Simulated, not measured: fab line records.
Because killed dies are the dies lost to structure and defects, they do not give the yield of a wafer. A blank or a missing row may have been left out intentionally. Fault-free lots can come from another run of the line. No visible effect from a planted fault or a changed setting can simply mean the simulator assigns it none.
Problem report, 8D (eight disciplines) form, completed by code | flow sky130 | the parts of the form that need people (team, actions taken, sign-off) are left out

## 1. WHAT WENT WRONG
spin speed rpm at SKY_LOCAL_INTERCONNECT_COAT_06 reads a mean of 3153.5 rpm on 9 wafers of 3 lots; wafers without a fault read 3000.1 rpm with a standard deviation of 1.9. Relative to the usual mean, that is a shift of +81 standard deviations.
The step: resist thk 450 nm.
Seen first at day 34 03:00 on litho track-01, wafer L119.1. Wafers with a number at this step in the record: 36, from 12 lots. Rule for "out" (also "out of limits"): further than 4 standard deviations from the usual mean. The other wafers with a number count as sound.

## 2. WHAT IT IS AND WHAT IT IS NOT
question                    | is                     | is not
which readings at this step | spin speed rpm         | exhaust pa
which lots                  | L119, L122, L123       | L108, L109, L110, L111, L113, L114, L116, L128, L130
which wafers of those lots  | all that have a number | -
read on which tools         | litho track-01         | litho track-03, litho track-04
when                        | from day 34 03:00      | up to then (21 sound wafers); but 6 sound wafers of L128, L130 came after

## 3. WHAT RULES OUT EACH SUSPECT
Counting: a tool at any process step up to the reading remains a suspect when it ran all the lots that are out and ran no sound lot after the first of those.
- litho track-01 at SKY_LOCAL_INTERCONNECT_COAT_06 (resist thk 450 nm): kept. Every lot that is out went through it, starting with L119 (day 34 03:00), and after that it ran no sound lot; the last sound lot it ran before then is L114 (day 33 08:00). Its own spin speed rpm readings are out on those wafers.
The count leaves litho track-01 at SKY_LOCAL_INTERCONNECT_COAT_06.

## 4. THE CAUSE (what the simulator had put in)
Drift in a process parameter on litho track-01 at SKY_LOCAL_INTERCONNECT_COAT_06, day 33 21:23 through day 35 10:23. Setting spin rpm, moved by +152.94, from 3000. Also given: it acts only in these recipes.
Only this tool survived the counting.

## 5. SEQUENCE OF EFFECTS, ordered by route
Rows list readings where the struck wafers' mean (over those with a number) sits beyond 3 standard deviations from the usual. Only readings whose record carries a usual standard deviation are examined. hours: median over the lots of the time between each lot's start at the first step of this table that gives one and its start at this step. sigmas: the change, counted in usual standard deviations.
hours | step                            | reading                  | usual      | on struck wafers | change | sigmas
0     | SKY_LOCAL_INTERCONNECT_COAT_06  | spin speed rpm           | 3000.1 rpm | 3153.5           | +153.4 | +81
14    | SKY_LOCAL_INTERCONNECT_STRIP_15 | strip time to endpoint s | 4.718 s    | 4.589            | -0.129 | -6.8
The process steps in it:
- SKY_LOCAL_INTERCONNECT_COAT_06: resist thk 450 nm.
- SKY_LOCAL_INTERCONNECT_STRIP_15: strips in O2/N2.
Later steps that measure or inspect, where all struck wafers having a row at the step show a number for every such reading and not one has moved that far: SKY_LOCAL_INTERCONNECT_CD_MEAS_11.

## 6. HOW IT WOULD HAVE BEEN CAUGHT EARLIER
In this record the first reading out of limits was taken at day 34 03:00, 6 hours after the fault began at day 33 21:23.
